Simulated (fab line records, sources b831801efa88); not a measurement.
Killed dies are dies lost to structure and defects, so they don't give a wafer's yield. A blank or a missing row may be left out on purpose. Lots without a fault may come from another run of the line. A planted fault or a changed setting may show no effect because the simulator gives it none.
Problem report in the 8D (eight disciplines) form, filled by code | flow sky130 | the parts of the form that need people (team, actions taken, sign-off) are left out

1. THE PROBLEM
CONTACT_W_RS at SKY_CONTACT_RS_MEAS_25 reads a mean of 0.2497 ohm/sq on 2 wafers of 2 lots; wafers without a fault read 0.3404 ohm/sq with a standard deviation of 0.003. That is -30 standard deviations from the usual mean.
The step: measures by four-point-probe.
First seen on wafer L183.6, day 37 12:58, on film_metro-04. The record holds 41 wafers of 14 lots with a number at this step. Rule for "out", or "out of limits": more than 4 standard deviations from the usual mean. The other wafers with a number count as sound.

2. WHAT IT IS AND WHAT IT IS NOT
question                    | is                | is not
which readings at this step | CONTACT_W_RS      | -
which lots                  | L183, L184        | L166, L168, L169, L172, L173, L174, L175, L176, L177, L180, L186, L187
which wafers of those lots  | L183.6, L184.5    | L183.2, L184.1, L184.3
read on which gauges        | film_metro-04     | film_metro-02, film_metro-03
when                        | from day 37 12:58 | up to then (31 sound wafers); but 8 sound wafers of L184, L186, L187 came after

3. SUSPECTS, AND WHAT RULES EACH OUT
Counting: a tool at a process step up to the reading stays a suspect if it ran every lot that is out. Sound lots after the first of them don't rule it out here, since some wafers of a struck lot are sound.
- the gauge at SKY_CONTACT_RS_MEAS_25: ruled out. All the wafers that are out were read on film_metro-04, but those of them that SKY_CONTACT_CMP_27 has rows for are out there too, on other tools.
- cmp-01 at SKY_LI_CONTACT_CMP_24 (polishes, stops on PSG, t overpolish 20 s, target thk 0 nm): kept. It ran every lot that is out, first L183 (day 35 05:29); its last sound lot up to then is L176 (day 33 02:54).
- cvd_w-02 at SKY_CONTACT_CVD_24 (deposits W, target thk 340 nm, time 102.12 s): kept. It ran every lot that is out, first L183 (day 37 12:50); its last sound lot up to then is L177 (day 35 12:52).
- Within cvd_w-02 at SKY_CONTACT_CVD_24: the wafers that are out ran in chamber 0; their sound lot-mates ran in chamber 1.
Left after counting: cmp-01 at SKY_LI_CONTACT_CMP_24, cvd_w-02 at SKY_CONTACT_CVD_24.

4. THE CAUSE (what the simulator had put in)
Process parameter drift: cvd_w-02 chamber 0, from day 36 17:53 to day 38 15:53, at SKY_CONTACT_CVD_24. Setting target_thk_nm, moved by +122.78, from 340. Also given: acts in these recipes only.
Counting left 2 suspects, and this tool is among them.

5. THE CHAIN OF EFFECTS, in route order
Each row: a reading whose mean over the struck wafers that have a number lies more than 3 standard deviations from the usual. Only readings for which the record gives a usual standard deviation are gone through. hours: the time from each lot's start at the first step in this table that gives one to its start at this step, as a median over the lots. sigmas: the change in usual standard deviations.
hours | step                    | reading            | usual         | on struck wafers | change  | sigmas
0     | SKY_CONTACT_RS_MEAS_25  | CONTACT_W_RS       | 0.3404 ohm/sq | 0.2497           | -0.0907 | -30
0     | SKY_CONTACT_THK_MEAS_26 | CONTACT_W_THK      | 337 nm        | 462              | +125    | +22
0     | SKY_CONTACT_CMP_27      | time_to_endpoint_s | 82 s          | 111              | +29     | +6.6
The process steps in it:
- SKY_CONTACT_CMP_27: polishes, stops on SiO2, t overpolish 15 s, target thk 0 nm.
Later measuring or inspecting steps at which every struck wafer that the step has a row for has a number for every such reading, and none has moved that far: SKY_METAL1_CD_MEAS_15.

6. WHAT WOULD HAVE CAUGHT IT SOONER
In this record the first reading out of limits at a measuring or inspecting step was taken at day 37 12:58, 19 hours after the fault began at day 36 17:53.
Of the tool readings at SKY_CONTACT_CVD_24 for which the record gives a usual standard deviation, none was out on any struck wafer, so an alarm limit of 4 standard deviations on them would not have fired.
Of the lots that are out (2), L184 began SKY_CONTACT_CVD_24 on cvd_w-02 after day 37 12:58. A hold on the tool at that time would have spared it.
